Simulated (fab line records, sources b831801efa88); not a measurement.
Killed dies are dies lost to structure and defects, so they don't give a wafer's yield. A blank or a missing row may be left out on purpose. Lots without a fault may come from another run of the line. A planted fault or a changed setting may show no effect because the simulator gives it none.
Which tool did it? | flow gf180mcu | 14 lots, 42 wafers sampled, at 5 steps of a route of 602

WHAT THE GAUGES READ, wafer by wafer
GF_SAB_THK_MEAS_01. Usual: SAB_CVD_00_THK 49.9 nm, standard deviation 0.54.
lot  | measured     | on            | SAB_CVD_00_THK (nm) | flag
L316 | day 14 00:11 | film_metro-04 | 49.0 49.4 50.7      |
L317 | day 14 07:55 | film_metro-04 | 49.4 49.8 49.9      |
L319 | day 14 22:55 | film_metro-04 | 49.8 49.7 50.6      |
L320 | day 15 13:07 | film_metro-03 | 49.4 49.1 50.3      |
L321 | day 15 17:14 | film_metro-03 | 50.1 49.8 51.2      |
L322 | day 16 05:18 | film_metro-04 | 49.8 50.6 50.9      |
L323 | day 16 16:41 | film_metro-04 | 49.5 49.4 49.9      |
L324 | day 17 13:33 | film_metro-02 | 49.7 50.1 50.0      |
L326 | day 18 02:05 | film_metro-03 | 49.7 49.9 50.3      |
L328 | day 18 20:22 | film_metro-02 | 50.2 50.4 50.5      |
L329 | day 19 05:11 | film_metro-04 | 49.6 50.4 50.5      |
L331 | day 19 11:45 | film_metro-02 | 49.8 50.8 49.8      |
L337 | day 21 14:12 | film_metro-04 | 50.2 50.5 50.3      |
L339 | day 22 06:28 | film_metro-04 | 48.7 49.6 50.0      |

GF_SAB_CD_MEAS_09: target cd 420 nm. Usual: cd_nm 420.0 nm, standard deviation 2.
lot  | measured     | on        | cd_nm (nm)        | flag
L316 | day 14 20:34 | cd_sem-02 | 418.9 419.8 418.0 |
L317 | day 15 04:11 | cd_sem-02 | 419.1 419.4 420.5 |
L319 | day 15 20:25 | cd_sem-02 | 422.5 421.7 421.8 |
L320 | day 16 15:10 | cd_sem-01 | 421.4 422.4 419.6 |
L321 | day 16 15:23 | cd_sem-02 | 422.8 419.3 421.2 |
L322 | day 17 03:19 | cd_sem-02 | 416.1 415.7 415.5 |
L323 | day 17 15:04 | cd_sem-01 | 420.0 419.6 420.8 |
L324 | day 18 12:46 | cd_sem-01 | 418.8 419.6 418.2 |
L326 | day 19 01:44 | cd_sem-01 | 418.5 418.4 421.6 |
L328 | day 19 20:16 | cd_sem-02 | 417.8 417.7 417.2 |
L329 | day 20 04:40 | cd_sem-01 | 417.9 419.4 420.1 |
L331 | day 20 11:22 | cd_sem-01 | 421.5 420.7 422.1 |
L337 | day 22 13:24 | cd_sem-01 | 418.3 418.8 420.5 |
L339 | day 23 05:26 | cd_sem-01 | 416.5 417.4 418.7 |

GF_SALICIDE_THK_MEAS_05: measures by xrf. Usual: SALICIDE_TIN_THK 19.98 nm, standard deviation 0.22.
lot  | measured     | on            | SALICIDE_TIN_THK (nm) | flag
L316 | day 14 21:17 | film_metro-01 | 20.06 19.89 19.98     |
L317 | day 15 04:52 | film_metro-01 | 19.94 20.04 20.02     |
L319 | day 15 21:03 | film_metro-03 | 19.73 19.85 19.42     |
L320 | day 16 15:50 | film_metro-03 | 19.96 19.63 19.60     |
L321 | day 16 16:04 | film_metro-01 | 20.40 20.48 20.37     |
L322 | day 17 03:58 | film_metro-03 | 19.88 20.07 20.18     |
L323 | day 17 15:52 | film_metro-01 | 19.97 19.79 19.99     |
L324 | day 18 13:37 | film_metro-01 | 19.98 20.01 20.06     |
L326 | day 19 02:23 | film_metro-02 | 19.96 20.06 19.90     |
L328 | day 19 20:56 | film_metro-02 | 19.84 19.90 19.83     |
L329 | day 20 05:19 | film_metro-02 | 18.63 18.47 18.47     | OFF
L331 | day 20 12:01 | film_metro-01 | 18.45 18.15 18.41     | OFF
L337 | day 22 14:04 | film_metro-03 | 19.89 19.83 20.06     |
L339 | day 23 06:06 | film_metro-03 | 20.17 20.14 20.19     |

GF_CONTACT_THK_MEAS_01. Usual: CONTACT_CVD_00_THK 297.4 nm, standard deviation 3.
lot  | measured     | on            | CONTACT_CVD_00_THK (nm) | flag
L316 | day 14 21:43 | film_metro-04 | 295.4 299.6 298.4       |
L317 | day 15 05:16 | film_metro-04 | 297.4 296.8 296.9       |
L319 | day 15 21:27 | film_metro-01 | 300.2 299.7 294.5       |
L320 | day 16 16:15 | film_metro-02 | 297.8 299.4 296.8       |
L321 | day 16 16:28 | film_metro-01 | 297.6 294.2 295.8       |
L322 | day 17 04:28 | film_metro-02 | 300.9 302.3 301.8       |
L323 | day 17 16:27 | film_metro-04 | 294.6 299.3 294.8       |
L324 | day 18 14:01 | film_metro-04 | 295.9 294.6 295.4       |
L326 | day 19 02:47 | film_metro-02 | 296.3 304.0 304.2       |
L328 | day 19 21:20 | film_metro-04 | 301.9 299.9 297.8       |
L329 | day 20 05:43 | film_metro-04 | 296.4 297.7 299.8       |
L331 | day 20 12:25 | film_metro-02 | 297.3 297.3 294.3       |
L337 | day 22 14:28 | film_metro-01 | 291.9 294.6 294.1       |
L339 | day 23 06:30 | film_metro-04 | 300.1 300.1 298.6       |

WHICH TOOL RAN EACH LOT (tool, then ch and the chambers of the sampled wafers, then the start)
lot  | GF_SALICIDE_SPUTTER_03
L316 | pvd_sputter-04, day 14 21:09
L317 | pvd_sputter-01, day 15 04:42
L319 | pvd_sputter-03, day 15 20:53
L320 | pvd_sputter-03, day 16 15:42
L321 | pvd_sputter-04, day 16 15:54
L322 | pvd_sputter-03, day 17 03:48
L323 | pvd_sputter-04, day 17 15:43
L324 | pvd_sputter-03, day 18 13:28
L326 | pvd_sputter-04, day 19 02:13
L328 | pvd_sputter-04, day 19 20:47
L329 | pvd_sputter-03, day 20 05:08
L331 | pvd_sputter-03, day 20 11:51
L337 | pvd_sputter-04, day 22 13:53
L339 | pvd_sputter-04, day 23 05:56
- GF_SALICIDE_SPUTTER_03: material TiN, target thk 20 nm, time 16.7 s.

WHAT THE TOOLS THEMSELVES READ (means of the sampled wafers that have a number; where no wafer has one, the mark that the record gives instead)
GF_SALICIDE_SPUTTER_03. Usual: cathode_dc_power_W 6500.1 W, standard deviation 1.2; throttle_valve_pct 29.9 %, standard deviation 1.3.
lot  | tool           | cathode_dc_power_W (W) | throttle_valve_pct (%) | flag
L316 | pvd_sputter-04 | 6498.7                 | 30.2                   |
L317 | pvd_sputter-01 | 6500.4                 | 28.8                   |
L319 | pvd_sputter-03 | 6500.5                 | 29.7                   |
L320 | pvd_sputter-03 | 6500.1                 | 29.9                   |
L321 | pvd_sputter-04 | 6499.2                 | 30.0                   |
L322 | pvd_sputter-03 | 6499.6                 | 30.6                   |
L323 | pvd_sputter-04 | 6499.2                 | 30.5                   |
L324 | pvd_sputter-03 | 6500.5                 | 30.0                   |
L326 | pvd_sputter-04 | 6500.4                 | 29.9                   |
L328 | pvd_sputter-04 | 6499.1                 | 30.1                   |
L329 | pvd_sputter-03 | 6007.6                 | 30.6                   | OFF
L331 | pvd_sputter-03 | 6007.3                 | 29.9                   | OFF
L337 | pvd_sputter-04 | 6500.8                 | 30.5                   |
L339 | pvd_sputter-04 | 6499.9                 | 31.7                   |

THE ANSWER, worked out from the rows above alone
Rule: a lot is off if the mean of its wafers that have a number lies more than 3 standard deviations from the usual mean. A lot without any number at a reading at which 4 lots or more have one is off too. The other lots that the step has rows for count as sound. The gauges are gone through in route order, then the tools' own readings, and for those a lot's mean is taken as printed above. The first step at which some lot is off is used, and at that step the reading that is off furthest; a lot without a number counts as furthest.
Off: L329, L331, at GF_SALICIDE_THK_MEAS_05 (SALICIDE_TIN_THK).
A tool fits if, at a process step before that reading, it ran every lot that is off, and no sound lot after the first of them. The gauges at GF_SALICIDE_THK_MEAS_05 aren't tried: what is off there is off at GF_SALICIDE_SPUTTER_03 too, on other tools, and a gauge's error can't cause that. One fits: pvd_sputter-03 at GF_SALICIDE_SPUTTER_03. Its last sound lot is L324 (day 18 13:28), its first lot that is off L329 (day 20 05:08): a fault that began between those two fits.
The tool's own readings at GF_SALICIDE_SPUTTER_03 bear it out: on the lots that are off they differ by more than 5 times the standard deviation of the sound lots' means. cathode_dc_power_W reads 6007.5 W there against 6499.9 W on the sound lots.

WHAT THE SIMULATOR HAD PUT IN
Process parameter drift: pvd_sputter-03, from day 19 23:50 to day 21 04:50, at GF_SALICIDE_SPUTTER_03. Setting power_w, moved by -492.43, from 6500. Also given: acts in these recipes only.
Lots struck among those shown: L329, L331. The rule above found the same.
